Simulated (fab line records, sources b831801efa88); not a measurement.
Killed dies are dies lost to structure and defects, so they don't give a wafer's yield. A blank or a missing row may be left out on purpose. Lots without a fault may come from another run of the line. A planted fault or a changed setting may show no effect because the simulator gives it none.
A struck lot beside a sound one | flow sky130 | 37 steps out of a route of 708
Sound: wafers L770.1, L770.3, L770.5. Struck: wafers L758.3, L758.5, L758.6. The cause comes at the end.
At each step with rows: each side's tool, then ch and its chambers, then its first start. Under that, the readings that differ: sound wafers | struck wafers | difference of the means | sigmas: that difference in standard deviations of wafers without a fault.
alike: readings whose means differ by less than 2 such deviations, and words and numbers that are the same on both sides. not compared: withheld readings, readings that some wafer has no value for, bounds like >300 that may hide the same value, and numbers for which the record gives no deviation and whose values overlap.
The two part at a step that has a row with sigmas, a row that says differs or no value, or rows on one side only. Numbers that don't overlap but have no deviation are shown without sigmas and don't part them. A reading that every wafer of one side lacks parts them only if that side has two wafers or more.

first, 9 steps without rows for these wafers: SKY_VIA2_ETCH_14 (etches BARC in N2/H2, stops on SiO2, time 45.9 s, target depth 60 nm); SKY_VIA2_ETCH_15 (etches SiO2 in C4F8/O2/Ar, stops on TiN, target depth 546 nm, time 84 s); SKY_VIA2_STRIP_16 (strips in O2/N2); SKY_VIA2_STRIP_17 (strips in post etch residue remover, time 1200 s); SKY_VIA2_CLEAN_18 (cleans in IPA, time 180 s); SKY_VIA2_CLEAN_19 (cleans in O3/DIW); SKY_VIA2_SPUTTER_20 (material TiN, target thk 20 nm, time 80 s); SKY_VIA2_CVD_21 (deposits W, target thk 420 nm, time 126.4 s); SKY_VIA2_CMP_24 (polishes, stops on SiO2, t overpolish 20 s, target thk 0 nm).
SKY_METAL3_SPUTTER_00: material Ti, target thk 15 nm, time 10 s.
  sound on pvd_sputter-03, day 42 13:34; struck on pvd_sputter-01, day 39 15:33
  alike: chamber_pressure_pa, throttle_valve_pct
then, 25 steps without rows for these wafers: SKY_METAL3_SPUTTER_01 (material TiN, target thk 20 nm, time 16.7 s); SKY_METAL3_SPUTTER_02 (material AlCu, target thk 735 nm, time 39.1 s); SKY_METAL3_SPUTTER_03 (material Ti, target thk 5 nm, time 3.3 s); SKY_METAL3_SPUTTER_04 (material TiN, target thk 70 nm, time 58.3 s); SKY_CAPM_CVD_00 (deposits SiO2, target thk 15.5 nm); SKY_CAPM_SPUTTER_02 (material TiN, target thk 200 nm, time 166.7 s); SKY_CAPM_DEHYDRATE_05 (time 60 s); SKY_CAPM_HMDS_06 (prime time 60 s); SKY_CAPM_COAT_07 (resist thk 1140 nm); SKY_CAPM_SOFTBAKE_08 (time 60 s); SKY_CAPM_EXPOSE_09 (exposes mask CAPM, target cd 1000 nm); SKY_CAPM_PEB_10; SKY_CAPM_DEVELOP_11 (develop time 60 s); SKY_CAPM_METAL_ETCH_13 (etches TiN in Cl2/BCl3, stops on SiO2, target depth 220 nm, time 62.9 s); SKY_CAPM_STRIP_14 (strips in O2/N2); SKY_CAPM_STRIP_15 (strips in post etch residue remover, time 1200 s); SKY_CAPM_CLEAN_16 (cleans in IPA, time 180 s); SKY_CAPM_CLEAN_17 (cleans in O3/DIW); SKY_METAL3_DEHYDRATE_05 (time 60 s); SKY_METAL3_HMDS_06 (prime time 60 s); SKY_METAL3_COAT_07 (resist thk 60 nm); SKY_METAL3_COAT_08 (resist thk 1140 nm); SKY_METAL3_SOFTBAKE_09 (time 90 s); SKY_METAL3_EXPOSE_10 (exposes mask MM3, target cd 300 nm); SKY_METAL3_PEB_11.
-- the record jumps here: 2 days lie between the struck wafers' starts before and after --
SKY_METAL3_METAL_ETCH_18: etches the open film in Cl2/BCl3, stops on SiO2, target depth 845 nm, time 183.1 s.
  sound on rie_metal-03 ch 0, day 44 12:20; struck on rie_metal-03 ch 0,1, day 41 16:57
  alike: drypump_motor_current_A, oes_product_au, throttle_valve_pct
  not compared: rf_hours_counter_h, model.METAL3.feature_depth_nm, model.etch.depth_nm
SKY_PAD_OPEN_PROBE_99:
  the record has rows for the sound wafers here (prober-02, day 50 14:46) and none for the struck ones

WHERE THEY PART
Only at SKY_PAD_OPEN_PROBE_99, within this record.

WHY: what the simulator had put in
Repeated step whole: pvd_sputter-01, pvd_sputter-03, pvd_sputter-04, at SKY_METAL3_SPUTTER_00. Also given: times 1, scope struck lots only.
